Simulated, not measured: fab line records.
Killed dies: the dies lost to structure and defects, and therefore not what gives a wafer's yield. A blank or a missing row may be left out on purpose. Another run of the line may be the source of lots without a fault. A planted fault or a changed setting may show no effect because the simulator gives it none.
Which of the tools did it? ; flow sky130 ; 36 wafers from 12 lots sampled at 2 of the route's 708 steps

WHAT THE GAUGES READ, wafer by wafer
SKY_VIA4_OVL_MEAS_11.
lot;measured;on;VIA4_OVL (nm)
L075;day 43 05:00;overlay-01;-1.5 2.0 0.4
L077;day 43 21:11;overlay-01;1.9 -0.2 1.0
L079;day 44 11:29;overlay-02;-0.7 -1.1 -2.8
L081;day 44 18:53;overlay-01;0.6 -0.4 0.5
L082;day 45 13:29;overlay-02;-2.4 -1.4 -2.0
L085;day 45 21:19;overlay-01;-3.5 1.8 -1.2
L087;day 46 07:19;overlay-02;-2.9 -1.0 -0.8
L089;day 46 22:16;overlay-01;-1.5 1.4 -0.1
L092;day 47 07:19;overlay-01;1.8 3.0 0.8
L093;day 47 17:22;overlay-01;-0.7 0.3 -1.6
L095;day 48 01:22;overlay-02;-2.0 -2.5 -2.0
L097;day 48 16:49;overlay-01;0.3 -1.7 -0.5

WHAT TOOL EACH LOT RAN ON (gives the tool, then ch and the chambers of the sampled wafers, and finally the start)
lot;SKY_VIA4_CMP_02
L075;cmp-02 ch 0,1,2, day 42 05:46
L077;cmp-02 ch 0,3, day 42 22:05
L079;cmp-02 ch 0,2,3, day 43 12:35
L081;cmp-02 ch 0,1,3, day 43 20:26
L082;cmp-01 ch 1,3, day 44 16:13
L085;cmp-01 ch 0,2,3, day 45 00:07
L087;cmp-01 ch 1,3, day 45 10:10
L089;cmp-02 ch 1,3, day 46 01:08
L092;cmp-01 ch 1,2,3, day 46 10:59
L093;cmp-01 ch 1,2,3, day 46 21:56
L095;cmp-02 ch 1,2, day 47 06:10
L097;cmp-02 ch 0,2,3, day 47 21:55
- SKY_VIA4_CMP_02: polishes SiO2.

THE ANSWER, worked out from the rows above alone
Rule: the usual values come from the lots themselves. The widest of any qualifying gaps counts: lots, ordered by their means at a reading, are off when they make up no more than a third of the lots, leave a main group of 4 or more, and stand apart from it by 3 or more times the standard deviation of that group's means. If all means in a main group match to the digits the tables above print for the reading, that group is not used. Also off: a lot with no number at a reading for which 4 or more lots have one. All remaining lots with rows at the step are treated as sound.
No lot is off at any reading shown: from this, nothing can be told.

WHAT WAS PUT IN BY THE SIMULATOR
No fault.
